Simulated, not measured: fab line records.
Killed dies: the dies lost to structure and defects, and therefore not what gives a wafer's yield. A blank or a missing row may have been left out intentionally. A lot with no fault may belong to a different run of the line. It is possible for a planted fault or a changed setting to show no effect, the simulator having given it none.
A struck lot beside a sound one -- flow sfq_line -- 21 out of 325 route steps
Sound: the wafers L456.2, L456.3, L456.4. Struck: wafers L460.1, L460.2, L460.6. The cause is named last.
For every step that has rows: the tool of each side, followed by ch and its chambers, followed by its first start. Under that, the readings that differ: sound wafers -- struck wafers -- difference of the means -- sigmas: that difference in standard deviations of wafers without a fault.
alike: readings with means less than 2 such deviations apart, plus words and numbers identical on both sides. not compared: withheld readings, readings lacking a value on some wafer, bounds such as >300 that could conceal the same value, and numbers that have no deviation in the record and whose values overlap.
The two part at a step that has a row with sigmas, a row that says differs or no value, or rows on one side only. Non-overlapping numbers with no deviation appear without sigmas and do not part them. Lack of a reading on every wafer of one side parts them only where that side has two or more wafers.

first, 3 steps without rows for these wafers: SFQ_TRILAYER_M7_LITHO_EXPOSE_178 (exposes mask M7, target cd 500 nm); SFQ_TRILAYER_M7_LITHO_PEB_180 (peb time 60 s); SFQ_TRILAYER_M7_LITHO_DEVELOP_179 (time 60 s).
SFQ_M7_OVL_MEAS_945:
  struck on overlay-01, day 80 14:33; sound on overlay-02, day 77 05:32
  alike: M7_OVL
then, 1 step without rows for these wafers: SFQ_TRILAYER_M7_BARC_OPEN_METAL_ETCH_229 (etches BARC in O2, target depth 125 nm, time 41.7 s).
SFQ_TRILAYER_M7_ETCH_METAL_ETCH_180: etches Nb in Cl2/Ar, stops on SiO2, target depth 240 nm, time 120 s.
  sound on rie_metal-04 ch 0,1, day 77 05:37; struck on rie_metal-04 ch 0,1, day 80 14:39
  alike: drypump_motor_current_A, oes_product_au
  not compared: rf_hours_counter_h
SFQ_TRILAYER_M7_STRIP_STRIP_181: strips in O2.
  sound on rie_metal-04 ch 0,1, day 77 05:44; struck on rie_metal-04 ch 0,1, day 80 14:47
  alike: drypump_motor_current_A, oes_product_au
  not compared: rf_hours_counter_h
then, 2 steps without rows for these wafers: SFQ_TRILAYER_M7_STRIP_SOLV_CLEAN_182 (cleans in NMP, time 600 s); SFQ_TRILAYER_I7_DEP_PECVD_183 (deposits SiO2 from SiH4/N2O, time 111.11 s, target thk 500 nm).
SFQ_TRILAYER_I7_CMP_CMP_184: polishes SiO2.
  sound on cmp-02 ch 1,2,3, day 77 06:50; struck on cmp-01 ch 0,1, day 80 16:10
  alike: motor_current_A, time_to_endpoint_s
SFQ_I7_BOW_MEAS_946:
  struck on film_metro-02, day 80 18:40; sound on film_metro-03, day 77 09:52
  alike: I7_BOW
SFQ_TRILAYER_I7_METRO_MEASURE_185:
  struck on film_metro-02, day 80 18:47; sound on film_metro-03, day 77 10:10
  alike: thk_nm
SFQ_TRILAYER_I7_VIA_LITHO_COAT_192: resist thk 62 nm.
  sound on litho_track-03 ch 0, day 77 11:13; struck on litho_track-02 ch 0, day 80 19:59
reading,sound,struck,difference,sigmas
model.BARC_of_TRILAYER_I7_VIA_LITHO_COAT_192.thk_nm (nm),61.93 61.92 61.94,60.67 60.57 60.63,-1.31,
  alike: chill_plate_temp_C
then, 5 steps without rows for these wafers: SFQ_TRILAYER_I7_VIA_LITHO_COAT_187 (resist thk 650 nm); SFQ_TRILAYER_I7_VIA_LITHO_SOFTBAKE_191; SFQ_TRILAYER_I7_VIA_LITHO_EXPOSE_188 (exposes mask I7, target cd 1000 nm); SFQ_TRILAYER_I7_VIA_LITHO_PEB_190 (peb time 60 s); SFQ_TRILAYER_I7_VIA_LITHO_DEVELOP_189 (time 60 s).
-- the record jumps here: 4 days lie between the struck wafers' starts before and after --
SFQ_I7_OVL_MEAS_947:
  struck on overlay-02, day 84 10:19; sound on overlay-01, day 80 23:04
  alike: I7_OVL
SFQ_TRILAYER_I7_VIA_BARC_OPEN_VIA_ETCH_260: etches BARC in O2, target depth 125 nm, time 41.7 s.
  sound on rie_diel-04 ch 0,2,3, day 80 23:06; struck on rie_diel-04 ch 0,3, day 84 10:21
reading,sound,struck,difference,sigmas
oes_product_au (a.u.),0.686 0.683 0.688,0.680 0.676 0.672,-0.010,-2
model.etch.depth_nm (nm),61.93 61.92 61.94,60.67 60.57 60.63,-1.31,
  alike: drypump_motor_current_A
  not compared: rf_hours_counter_h
SFQ_TRILAYER_I7_VIA_ETCH_VIA_ETCH_190: etches SiO2 in CHF3, stops on Nb, target depth 260 nm.
  sound on rie_diel-04 ch 0,2,3, day 80 23:08; struck on rie_diel-04 ch 0,3, day 84 10:23
  alike: drypump_motor_current_A, oes_product_au

== WHERE THEY PART ==
Only at SFQ_TRILAYER_I7_VIA_BARC_OPEN_VIA_ETCH_260, as far as this record shows. Later steps at which nothing parts them and some readings are alike: SFQ_TRILAYER_I7_VIA_ETCH_VIA_ETCH_190.

WHY: what the simulator had put in
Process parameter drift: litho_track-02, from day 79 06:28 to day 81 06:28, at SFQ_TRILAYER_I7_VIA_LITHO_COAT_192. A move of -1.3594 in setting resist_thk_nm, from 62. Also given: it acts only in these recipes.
